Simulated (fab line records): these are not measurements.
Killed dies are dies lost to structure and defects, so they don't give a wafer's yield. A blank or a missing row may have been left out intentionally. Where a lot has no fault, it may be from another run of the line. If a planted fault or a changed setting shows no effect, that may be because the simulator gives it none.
fab line records	flow sfqLine
record lots=12	wafers=36	lastDay=93
route steps=325 shown M2@98 I3@144 M4@159 JJ@180
lots that met no fault: from a run of the same line without faults
startH: start of the lot's first displayed wafer, in hours after the record's first day	waitH: hours elapsed since this lot's preceding step	" same as the row above	L1.1+2: one row covering several wafers at once	- no value present, or no start provided	* or withheld: withheld	< > ~ a bound
route shown NAME@n: a module of which the file shows steps, and the number in the route of the first	usual: mean and standard deviation over wafers with no fault	same: alike in all rows	chamber/n: place in a boat	sites: the reading at each site	_std_site: the standard deviation of these	_edge_site: inner sites' mean taken away from outer sites' mean	radiusMm: for every site, how far away it sits from the centre of the wafer	mask NAME#n: copy n	behind: the most recent tool/chamber to have shaped the wafer	hold: why the lot was held/for how many hours/how that ended	device: whichever transistor did not switch (one of n, p or np)	end of line: tests run on the same wafers once the route is complete	step lacking rows: just its recipe	killed: at the first sort, the dies lost to defects and structure; wafer yield is something else	map: the dies of a wafer, with x for killed, . for not killed, _ for no die there
set.NAME: setting as actually run; set.NAME@STEP: the setting as run at that earlier step	model.NAME: the simulator's own value behind a step, which no gauge read
a sample of lots followed through the steps of the route, with each step as a table and each wafer as a row
services: when a tool's chamber went out of use (startH, in hours from the record's first day, below 0 if earlier), for how many hours, and the reason
## steps
# step SFQ_M2_OVL_MEAS_916
# usual M2_OVL=-1/4.9
lot.wafer	tool	chamber	startH	waitH	M2_OVL[nm]
L188.2	overlay-02	-	421.72	0.1	-2
L188.5	"	-	"	"	-9
L188.6	"	-	"	"	-8
L189.3	overlay-02	-	431.33	0.1	1
L189.5	"	-	"	"	2
L189.6	"	-	"	"	5
L190.2	overlay-02	-	445.52	0.1	3
L190.3	"	-	"	"	-3
L190.4	"	-	"	"	1
L191.2	overlay-01	-	455.12	0.1	-5
L191.3	"	-	"	"	-7
L191.5	"	-	"	"	-11
L192.3	overlay-02	-	457.53	0.1	-5
L192.5	"	-	"	"	3
L192.6	"	-	"	"	-1
L193.2	overlay-02	-	469.07	0.1	-3
L193.3	"	-	"	"	-5
L193.5	"	-	"	"	3
L194.1	overlay-02	-	481.41	0.1	0
L194.5	"	-	"	"	-4
L194.6	"	-	"	"	4
L195.2	overlay-01	-	486.22	0.1	-1
L195.3	"	-	"	"	3
L195.4	"	-	"	"	1
L201.2	overlay-02	-	554.72	0.1	5
L201.4	"	-	"	"	5
L201.6	"	-	"	"	7
L202.2	overlay-02	-	561.92	0.1	3
L202.3	"	-	"	"	4
L202.4	"	-	"	"	6
L203.2	overlay-02	-	576.32	0.1	-7
L203.4	"	-	"	"	-7
L203.6	"	-	"	"	-4
L204.1	overlay-01	-	591.91	0.1	-5
L204.5	"	-	"	"	-5
L204.6	"	-	"	"	-9
# step SFQ_TRILAYER_I3_VIA_BARC_OPEN_VIA_ETCH_121
# recipe maskMaterial=PR	chemistry=O2	targetDepthNm=125	target=BARC	sourceW=500	biasW=80	pressureMtorr=30	timeS=41.7
# usual drypumpMotorCurrentA=5.6/0.37	oesProductAu=0.685/0.0048	runLengthS=70.2/0.38	timeS=41.7/0
lot.wafer	tool	chamber	startH	waitH	drypumpMotorCurrentA	oesProductAu	rfHoursCounterH	runLengthS	timeS
L188.2	rieDiel-03	3	753.09	0.0	5.1	0.681	6	70.4	41.7
L188.5	"	3	"	"	5.1	0.672	-	70.1	41.7
L188.6	"	0	"	"	5.9	0.677	-	69.4	41.7
L189.3	rieDiel-04	3	759.09	0.0	5.6	0.684	7	70.5	41.7
L189.5	"	1	"	"	5.2	0.678	-	70.4	41.7
L189.6	"	2	"	"	6.0	0.688	-	70.3	41.7
L190.2	rieDiel-03	0	784.25	0.0	5.9	0.687	15	69.6	41.7
L190.3	"	3	"	"	5.1	0.693	6	70.2	41.7
L190.4	"	1	"	"	5.8	0.691	3	70.3	41.7
L191.2	rieDiel-04	1	793.85	0.0	5.2	0.684	27	70.3	41.7
L191.3	"	0	"	"	5.0	0.689	3	69.7	41.7
L191.5	"	2	"	"	6.0	0.682	-	70.1	41.7
L192.3	rieDiel-04	3	798.81	0.0	5.6	0.685	7	70.1	41.7
L192.5	"	2	"	"	6.0	0.690	-	70.2	41.7
L192.6	"	3	"	"	5.6	0.683	-	70.3	41.7
L193.2	rieDiel-04	0	807.92	0.0	5.0	0.683	3	69.3	41.7
L193.3	"	2	"	"	6.0	0.680	1	70.6	41.7
L193.5	"	2	"	"	6.0	0.683	-	70.2	41.7
L194.1	rieDiel-03	0	843.92	0.0	5.8	0.675	16	69.4	41.7
L194.5	"	1	"	"	5.8	0.689	-	70.3	41.7
L194.6	"	0	"	"	5.9	0.686	-	69.8	41.7
L195.2	rieDiel-01	2	852.32	0.0	5.6	0.675	7	70.8	41.7
L195.3	"	3	"	"	5.9	0.687	20	69.8	41.7
L195.4	"	0	"	"	5.2	0.684	12	70.2	41.7
L201.2	rieDiel-01	0	963.45	0.0	5.2	0.812	13	60.4	29.19
L201.4	"	2	"	"	5.6	0.815	8	61.0	29.19
L201.6	"	0	"	"	5.2	0.820	-	60.5	29.19
L202.2	rieDiel-04	0	964.65	0.0	5.0	0.812	5	59.7	29.19
L202.3	"	3	"	"	5.6	0.813	10	60.9	29.19
L202.4	"	1	"	"	5.2	0.830	1	60.8	29.19
L203.2	rieDiel-03	2	969.45	0.0	5.7	0.808	18	60.2	29.19
L203.4	"	0	"	"	5.8	0.812	18	60.4	29.19
L203.6	"	2	"	"	5.6	0.807	-	60.8	29.19
L204.1	rieDiel-01	0	974.38	0.0	5.2	0.818	14	60.2	29.19
L204.5	"	2	"	"	5.6	0.819	-	60.9	29.19
L204.6	"	1	"	"	6.1	0.823	-	61.1	29.19
# step SFQ_TRILAYER_M4_BARC_OPEN_METAL_ETCH_123
# recipe maskMaterial=PR	chemistry=O2	targetDepthNm=125	target=BARC	icpW=600	biasW=80	pressureMtorr=10	timeS=41.7
# usual drypumpMotorCurrentA=5.6/0.6	oesProductAu=0.685/0.0046	runLengthS=69.9/0.8	timeS=41.7/0
lot.wafer	tool	chamber	startH	waitH	drypumpMotorCurrentA	oesProductAu	rfHoursCounterH	runLengthS	timeS
L188.2	rieMetal-03	0	899.60	0.0	5.9	0.690	101	69.6	41.7
L188.5	"	0	"	"	5.9	0.682	-	69.6	41.7
L188.6	"	1	"	"	5.7	0.686	-	68.9	41.7
L189.3	rieMetal-02	0	908.02	0.0	4.6	0.680	-	70.3	41.7
L189.5	"	1	"	"	5.3	0.685	-	70.6	41.7
L189.6	"	0	"	"	4.6	0.681	-	70.3	41.7
L190.2	rieMetal-03	0	933.20	0.0	5.9	0.678	105	69.5	41.7
L190.3	"	0	"	"	5.9	0.682	-	69.9	41.7
L190.4	"	1	"	"	5.7	0.678	-	68.9	41.7
L191.2	rieMetal-04	1	942.80	0.0	6.6	0.692	84	69.9	41.7
L191.3	"	0	"	"	5.6	0.685	-	70.1	41.7
L191.5	"	1	"	"	6.6	0.688	-	70.2	41.7
L192.3	rieMetal-03	0	948.82	0.0	5.9	0.683	-	69.8	41.7
L192.5	"	1	"	"	5.7	0.683	-	69.1	41.7
L192.6	"	0	"	"	5.9	0.685	-	69.7	41.7
L193.2	rieMetal-04	0	962.48	0.0	5.6	0.692	160	70.1	41.7
L193.3	"	0	"	"	5.6	0.687	-	69.4	41.7
L193.5	"	0	"	"	5.6	0.688	-	69.4	41.7
L194.1	rieMetal-04	1	1006.24	0.0	6.6	0.692	91	70.0	41.7
L194.5	"	1	"	"	6.6	0.688	-	70.6	41.7
L194.6	"	1	"	"	6.6	0.680	-	70.1	41.7
L195.2	rieMetal-03	0	1013.46	0.0	5.9	0.679	-	69.4	41.7
L195.3	"	0	"	"	5.8	0.678	-	69.6	41.7
L195.4	"	0	"	"	5.9	0.679	-	69.9	41.7
L201.2	rieMetal-04	1	1112.22	0.0	6.6	0.686	107	70.4	41.7
L201.4	"	0	"	"	5.6	0.680	-	69.9	41.7
L201.6	"	1	"	"	6.6	0.690	-	70.8	41.7
L202.2	rieMetal-03	1	1113.42	0.0	5.7	0.688	14	69.0	41.7
L202.3	"	1	"	"	5.7	0.689	-	69.3	41.7
L202.4	"	0	"	"	5.9	0.691	-	69.3	41.7
L203.2	rieMetal-03	0	1117.15	0.0	5.9	0.686	130	69.5	41.7
L203.4	"	1	"	"	5.7	0.680	-	69.5	41.7
L203.6	"	0	"	"	5.9	0.683	-	69.3	41.7
L204.1	rieMetal-04	1	1120.75	0.0	6.6	0.685	108	70.3	41.7
L204.5	"	1	"	"	6.6	0.677	-	70.1	41.7
L204.6	"	0	"	"	5.6	0.685	-	69.7	41.7
# step SFQ_TRILAYER_JJ_TRILAYER_DEP_SPUTTER_110
# recipe material=Al	basePressurePa=1.33e-06	targetThkNm=8	powerW=500	timeS=10	chamberPressurePa=0.4
# usual throttleValvePct=29.9/1
lot.wafer	tool	chamber	startH	waitH	throttleValvePct
L188.2	pvdSputter-05	-	988.60	0.0	31.8
L188.5	"	-	"	"	31.5
L188.6	"	-	"	"	29.5
L189.3	pvdSputter-04	-	989.80	0.0	27.6
L189.5	"	-	"	"	30.8
L189.6	"	-	"	"	28.1
L190.2	pvdSputter-06	-	991.00	0.0	29.0
L190.3	"	-	"	"	29.6
L190.4	"	-	"	"	29.6
L191.2	pvdSputter-05	-	992.20	0.0	30.4
L191.3	"	-	"	"	29.3
L191.5	"	-	"	"	31.9
L192.3	pvdSputter-04	-	993.40	0.0	29.1
L192.5	"	-	"	"	28.0
L192.6	"	-	"	"	30.3
L193.2	pvdSputter-06	-	994.60	0.0	28.9
L193.3	"	-	"	"	29.4
L193.5	"	-	"	"	29.0
L194.1	pvdSputter-05	-	1015.83	0.0	31.8
L194.5	"	-	"	"	31.8
L194.6	"	-	"	"	29.3
L195.2	pvdSputter-05	-	1024.52	0.0	30.4
L195.3	"	-	"	"	30.0
L195.4	"	-	"	"	29.3
L201.2	pvdSputter-06	-	1259.18	0.0	29.4
L201.4	"	-	"	"	28.8
L201.6	"	-	"	"	29.4
L202.2	pvdSputter-04	-	1260.38	0.0	28.0
L202.3	"	-	"	"	28.9
L202.4	"	-	"	"	30.8
L203.2	pvdSputter-05	-	1265.18	0.0	29.3
L203.4	"	-	"	"	29.9
L203.6	"	-	"	"	30.1
L204.1	pvdSputter-04	-	1268.78	0.0	27.8
L204.5	"	-	"	"	30.6
L204.6	"	-	"	"	30.6
## services
tool	chamber	startH	hours	kind
rieMetal-04	-	769.99	0.4	repair
pvdSputter-05	-	772.01	0.9	repair
rieMetal-03	-	787.32	2.5	repair
rieDiel-03	3	793.37	4.6	repair
rieDiel-03	0	867.91	12.7	repair
pvdSputter-04	-	872.67	1.2	repair
rieMetal-04	-	883.18	0.6	repair
rieDiel-03	2	944.10	13.0	repair
pvdSputter-04	-	951.61	0.7	repair
rieMetal-04	1	958.72	2.3	repair
rieDiel-04	-	977.97	14.6	pm
rieDiel-04	2	996.72	6.2	repair
rieMetal-03	0	1034.49	25.3	repair
pvdSputter-05	-	1050.81	11.4	repair
pvdSputter-05	-	1070.53	5.4	repair
rieDiel-04	0	1098.02	8.5	repair
rieDiel-04	3	1111.44	8.6	repair
pvdSputter-05	-	1117.63	10.2	repair
rieMetal-03	-	1142.00	2.8	pm
rieDiel-04	3	1161.54	8.6	repair
rieMetal-03	0	1177.24	4.1	repair
rieMetal-04	-	1205.59	14.6	pm
pvdSputter-05	-	1237.65	0.5	repair
rieMetal-04	1	1239.58	14.2	repair
## key
firstSign step=SFQ_TRILAYER_I3_VIA_BARC_OPEN_VIA_ETCH_121	reading=timeS	direction=down	sigmas=99+	usual=*	struck=*
effect step=SFQ_TRILAYER_I3_VIA_BARC_OPEN_VIA_ETCH_121	reading=oesProductAu	direction=up	sigmas=28	usual=0.685	struck=0.816
metAt SFQ_TRILAYER_I3_VIA_BARC_OPEN_VIA_ETCH_121
struckLots L201,L202,L203,L204
notActingAt SFQ_M2_OVL_MEAS_916,SFQ_TRILAYER_M4_BARC_OPEN_METAL_ETCH_123,SFQ_TRILAYER_JJ_TRILAYER_DEP_SPUTTER_110
onsetBetween 852.32 963.45
fault kind=recipeVersionSkew	tool=rieDiel-01,rieDiel-03,rieDiel-04	chamber=-	onsetH=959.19	steps=SFQ_TRILAYER_I3_VIA_BARC_OPEN_VIA_ETCH_121	wrongRecipe.timeS=*
